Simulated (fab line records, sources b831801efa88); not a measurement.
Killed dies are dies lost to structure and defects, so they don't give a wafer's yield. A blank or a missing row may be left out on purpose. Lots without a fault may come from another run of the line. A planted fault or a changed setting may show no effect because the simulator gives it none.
Which tool did it? | flow gf180mcu | 9 lots, 27 wafers sampled, at 6 steps of a route of 602

WHAT THE GAUGES READ, wafer by wafer
GF_MIM_RS_MEAS_10: measures by four-point-probe.
lot  | measured     | on            | MIM_ALCU_RS (ohm/sq)
L687 | day 24 03:00 | film_metro-04 | 0.1543 0.1576 0.1569
L690 | day 25 08:55 | film_metro-02 | 0.1561 0.1581 0.1547
L693 | day 26 13:25 | film_metro-01 | 0.1537 0.1569 0.1566
L701 | day 28 22:15 | film_metro-02 | 0.1579 0.1568 0.1581
L703 | day 29 15:13 | film_metro-01 | 0.1643 0.1640 0.1659 0.1645 0.1641 0.1661
L704 | day 30 02:26 | film_metro-04 | 0.1541 0.1554 0.1584
L706 | day 30 08:46 | film_metro-01 | 0.1639 0.1603 0.1638 0.1643 0.1611 0.1633
L707 | day 30 12:47 | film_metro-02 | 0.1553 0.1555 0.1581
L710 | day 31 10:02 | film_metro-02 | 0.1528 0.1536 0.1548

GF_MIM_THK_MEAS_11: measures by xrf.
lot  | measured     | on            | MIM_ALCU_THK (nm)
L687 | day 24 03:07 | film_metro-04 | 205.6 200.5 199.9
L690 | day 25 09:02 | film_metro-02 | 203.5 199.8 205.2
L693 | day 26 13:32 | film_metro-01 | 206.7 202.4 202.8
L701 | day 28 22:22 | film_metro-02 | 202.2 203.3 200.9
L703 | day 29 17:17 | film_metro-01 | 191.6 192.8 193.0 194.0 193.6 192.8
L704 | day 30 02:33 | film_metro-04 | 202.9 203.7 198.1
L706 | day 30 10:41 | film_metro-01 | 192.9 196.8 193.9 193.3 196.9 194.3
L707 | day 30 12:55 | film_metro-02 | 203.5 204.4 200.6
L710 | day 31 10:08 | film_metro-02 | 207.4 207.3 204.4

WHICH TOOL RAN EACH LOT (tool, then ch and the chambers of the sampled wafers, then the start)
lot  | GF_V4_ETCH_16                      | GF_V4_ETCH_17                                 | GF_MIM_SPUTTER_02            | GF_MIM_SPUTTER_08
L687 | rie_diel-01 ch 0,1,2, day 24 01:14 | rie_diel-01 ch 0,1,2, day 24 02:43 or earlier | pvd_sputter-04, day 24 02:43 | pvd_sputter-03, day 24 02:57
L690 | rie_diel-01 ch 0,3, day 25 07:08   | rie_diel-01 ch 0,3, day 25 08:37 or earlier   | pvd_sputter-04, day 25 08:37 | pvd_sputter-01, day 25 08:50
L693 | rie_diel-02 ch 0,2, day 26 11:39   | rie_diel-02 ch 0,2, day 26 13:08 or earlier   | pvd_sputter-04, day 26 13:08 | pvd_sputter-03, day 26 13:22
L701 | rie_diel-02 ch 0,1,3, day 28 20:23 | rie_diel-02 ch 0,1,3, day 28 21:57 or earlier | pvd_sputter-01, day 28 21:57 | pvd_sputter-04, day 28 22:10
L703 | rie_diel-01 ch 1,2,3, day 29 13:26 | rie_diel-01 ch 1,2,3, day 29 14:56 or earlier | pvd_sputter-03, day 29 14:56 | pvd_sputter-01, day 29 15:10
L704 | rie_diel-03 ch 0,1,3, day 30 00:27 | rie_diel-03 ch 0,1,3, day 30 02:08 or earlier | pvd_sputter-01, day 30 02:08 | pvd_sputter-03, day 30 02:22
L706 | rie_diel-02 ch 1,3, day 30 07:00   | rie_diel-02 ch 1,3, day 30 08:29 or earlier   | pvd_sputter-03, day 30 08:29 | pvd_sputter-01, day 30 08:43
L707 | rie_diel-01 ch 2,3, day 30 10:48   | rie_diel-01 ch 2,3, day 30 12:31 or earlier   | pvd_sputter-04, day 30 12:31 | pvd_sputter-03, day 30 12:44
L710 | rie_diel-02 ch 0,2,3, day 31 08:15 | rie_diel-02 ch 0,2,3, day 31 09:44 or earlier | pvd_sputter-04, day 31 09:44 | pvd_sputter-03, day 31 09:58
- GF_V4_ETCH_16: etches BARC in N2/H2.
- GF_V4_ETCH_17: etches SiO2 in C4F8/O2/Ar, stops on TiN, target depth 630 nm.
- GF_MIM_SPUTTER_02: material AlCu, target thk 450 nm, time 23.9 s.
- GF_MIM_SPUTTER_08: material AlCu, target thk 200 nm, time 10.86 s.

WHAT THE TOOLS THEMSELVES READ (means of the sampled wafers that have a number; where no wafer has one, the mark that the record gives instead)
GF_V4_ETCH_16.
lot  | tool        | chamber_pressure_mTorr (mTorr) | drypump_motor_current_A (A) | oes_product_au (a.u.) | throttle_valve_pct (%)
L687 | rie_diel-01 | 30.011                         | 5.4                         | 0.858                 | 13.223
L690 | rie_diel-01 | 30.001                         | 5.6                         | 0.854                 | 13.220
L693 | rie_diel-02 | 30.000                         | 6.2                         | 0.853                 | 13.229
L701 | rie_diel-02 | 29.971                         | 5.8                         | 0.855                 | 13.222
L703 | rie_diel-01 | 29.980                         | 5.7                         | 0.853                 | 13.225
L704 | rie_diel-03 | 30.019                         | 5.8                         | 0.853                 | 13.212
L706 | rie_diel-02 | 29.989                         | 5.7                         | 0.853                 | 13.221
L707 | rie_diel-01 | 29.984                         | 5.8                         | 0.855                 | 13.224
L710 | rie_diel-02 | 30.009                         | 5.9                         | 0.853                 | 13.227

GF_V4_ETCH_17.
lot  | tool        | chamber_pressure_mTorr (mTorr) | oes_product_au (a.u.)
L687 | rie_diel-01 | 40.01                          | 0.854
L690 | rie_diel-01 | 39.98                          | 0.858
L693 | rie_diel-02 | 40.02                          | 0.853
L701 | rie_diel-02 | 40.03                          | 0.864
L703 | rie_diel-01 | 40.01                          | 0.856
L704 | rie_diel-03 | 39.97                          | 0.852
L706 | rie_diel-02 | 39.99                          | 0.863
L707 | rie_diel-01 | 39.98                          | 0.857
L710 | rie_diel-02 | 40.06                          | 0.856

GF_MIM_SPUTTER_02.
lot  | tool           | cathode_dc_power_W (W) | throttle_valve_pct (%)
L687 | pvd_sputter-04 | 10600                  | 31.1
L690 | pvd_sputter-04 | 10601                  | 30.1
L693 | pvd_sputter-04 | 10600                  | 31.1
L701 | pvd_sputter-01 | 10599                  | 30.9
L703 | pvd_sputter-03 | 10602                  | 30.1
L704 | pvd_sputter-01 | 10601                  | 29.5
L706 | pvd_sputter-03 | 10601                  | 29.9
L707 | pvd_sputter-04 | 10600                  | 30.2
L710 | pvd_sputter-04 | 10600                  | 30.1

GF_MIM_SPUTTER_08.
lot  | tool           | cathode_dc_power_W (W) | throttle_valve_pct (%)
L687 | pvd_sputter-03 | 10600                  | 30.2
L690 | pvd_sputter-01 | 10601                  | 29.8
L693 | pvd_sputter-03 | 10599                  | 30.4
L701 | pvd_sputter-04 | 10603                  | 31.0
L703 | pvd_sputter-01 | 9962                   | 29.9
L704 | pvd_sputter-03 | 10598                  | 29.9
L706 | pvd_sputter-01 | 9961                   | 30.7
L707 | pvd_sputter-03 | 10601                  | 30.0
L710 | pvd_sputter-03 | 10600                  | 29.9

THE ANSWER, worked out from the rows above alone
Rule: what is usual is taken from the lots themselves. Put in order of their means at a reading, lots are off if they are a third of the lots or fewer, leave a main group of 4 or more, and stand apart from it by a gap of 3 or more times the standard deviation of the main group's means; of several such gaps the widest counts. A main group whose means are all the same, to the digits that the tables above print for the reading, isn't used. A lot without any number at a reading at which 4 lots or more have one is off too. The other lots that the step has rows for count as sound. The gauges are gone through in route order, then the tools' own readings, and for those a lot's mean is taken as printed above. The first step at which some lot is off is used, and at that step the reading that is off furthest; a lot without a number counts as furthest.
Off: L703, L706, at GF_MIM_RS_MEAS_10 (MIM_ALCU_RS). The main group: mean 0.1560 ohm/sq, standard deviation 0.0011.
A tool fits if, at a process step before that reading, it ran every lot that is off, and no sound lot after the first of them. The gauges at GF_MIM_RS_MEAS_10 aren't tried: what is off there is off at GF_MIM_SPUTTER_08 too, on other tools, and a gauge's error can't cause that. GF_V4_ETCH_17 gives no start for some lots, so the hours and the order of its lots are those of GF_MIM_SPUTTER_02. Can't be told from this: 2 tools fit, pvd_sputter-03 at GF_MIM_SPUTTER_02, pvd_sputter-01 at GF_MIM_SPUTTER_08.

WHAT THE SIMULATOR HAD PUT IN
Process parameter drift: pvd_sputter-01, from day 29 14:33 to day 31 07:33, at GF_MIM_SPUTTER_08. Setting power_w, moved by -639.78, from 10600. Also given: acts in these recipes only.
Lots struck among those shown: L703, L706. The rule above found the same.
